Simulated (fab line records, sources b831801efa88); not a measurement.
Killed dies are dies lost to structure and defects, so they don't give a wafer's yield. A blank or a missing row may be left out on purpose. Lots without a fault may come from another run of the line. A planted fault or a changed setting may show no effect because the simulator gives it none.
Which tool did it? | flow sky130 | 10 lots, 30 wafers sampled, at 2 steps of a route of 708

WHAT THE GAUGES READ, wafer by wafer
SKY_METAL2_OVL_MEAS_16. Usual: METAL2_OVL 3 nm, standard deviation 5.4.
lot  | measured     | on         | METAL2_OVL (nm) | flag
L285 | day 34 13:53 | overlay-01 | 10 13 6         |
L288 | day 35 21:26 | overlay-01 | 6 1 3           |
L290 | day 36 16:25 | overlay-02 | 2 0 -1          |
L295 | day 38 02:05 | overlay-02 | -2 8 1          |
L298 | day 38 23:18 | overlay-02 | 5 -1 3          |
L299 | day 39 06:44 | overlay-02 | 10 7 0          |
L301 | day 40 17:20 | overlay-01 | 5 6 5           |
L302 | day 40 20:43 | overlay-02 | 4 2 6           |
L306 | day 41 23:28 | overlay-01 | 5 0 5           |
L305 | day 41 23:49 | overlay-01 | 3 7 5           |

WHICH TOOL RAN EACH LOT (tool, then ch and the chambers of the sampled wafers, then the start)
lot  | SKY_VIA1_CMP_24
L285 | cmp-01 ch 1,2,3, day 33 10:20
L288 | cmp-02 ch 0,3, day 34 17:31
L290 | cmp-01 ch 0,1, day 35 13:50
L295 | cmp-01 ch 0,1,2, day 36 23:02
L298 | cmp-02 ch 1,2, day 37 21:30
L299 | cmp-01 ch 0,1,3, day 38 05:11
L301 | cmp-02 ch 0,2, day 39 16:28
L302 | cmp-02 ch 0,1,2, day 39 19:39
L306 | cmp-01 ch 0,2,3, day 40 22:23
L305 | cmp-02 ch 1,2,3, day 40 22:35
- SKY_VIA1_CMP_24: polishes, stops on SiO2, t overpolish 15 s, target thk 0 nm.

WHAT THE TOOLS THEMSELVES READ (means of the sampled wafers that have a number; where no wafer has one, the mark that the record gives instead)
SKY_VIA1_CMP_24. Usual: motor_current_A 10.8 A, standard deviation 1; overpolish_run_s 15.000 s, standard deviation 0.0084; retaining_ring_pressure_frac 1.000, standard deviation 0.0056; slurry_filter_dp_kPa 13.51 kPa, standard deviation 0.13; time_to_endpoint_s 66 s, standard deviation 3.4.
lot  | tool   | motor_current_A (A) | overpolish_run_s (s) | retaining_ring_pressure_frac | slurry_filter_dp_kPa (kPa) | time_to_endpoint_s (s) | flag
L285 | cmp-01 | 11.3                | 14.998               | 0.994                        | 13.56                      | 65                     |
L288 | cmp-02 | 10.4                | 15.005               | 1.003                        | 13.46                      | 66                     |
L290 | cmp-01 | 10.2                | 15.003               | 0.996                        | 13.53                      | 71                     |
L295 | cmp-01 | 11.1                | 14.989               | 0.992                        | 13.71                      | 67                     |
L298 | cmp-02 | 10.7                | 15.003               | 0.998                        | 13.54                      | 65                     |
L299 | cmp-01 | 10.3                | 14.988               | 1.000                        | 13.33                      | 67                     |
L301 | cmp-02 | 11.0                | 15.005               | 0.996                        | 13.53                      | 63                     |
L302 | cmp-02 | 10.4                | 14.999               | 0.994                        | 13.56                      | 61                     |
L306 | cmp-01 | 11.6                | 14.995               | 0.999                        | 13.48                      | 65                     |
L305 | cmp-02 | 10.4                | 14.997               | 1.000                        | 13.51                      | 64                     |

THE ANSWER, worked out from the rows above alone
Rule: a lot is off if the mean of its wafers that have a number lies more than 3 standard deviations from the usual mean. A lot without any number at a reading at which 4 lots or more have one is off too. The other lots that the step has rows for count as sound. The gauges are gone through in route order, then the tools' own readings, and for those a lot's mean is taken as printed above. The first step at which some lot is off is used, and at that step the reading that is off furthest; a lot without a number counts as furthest.
No lot is off at any reading shown: from this, nothing can be told.

WHAT THE SIMULATOR HAD PUT IN
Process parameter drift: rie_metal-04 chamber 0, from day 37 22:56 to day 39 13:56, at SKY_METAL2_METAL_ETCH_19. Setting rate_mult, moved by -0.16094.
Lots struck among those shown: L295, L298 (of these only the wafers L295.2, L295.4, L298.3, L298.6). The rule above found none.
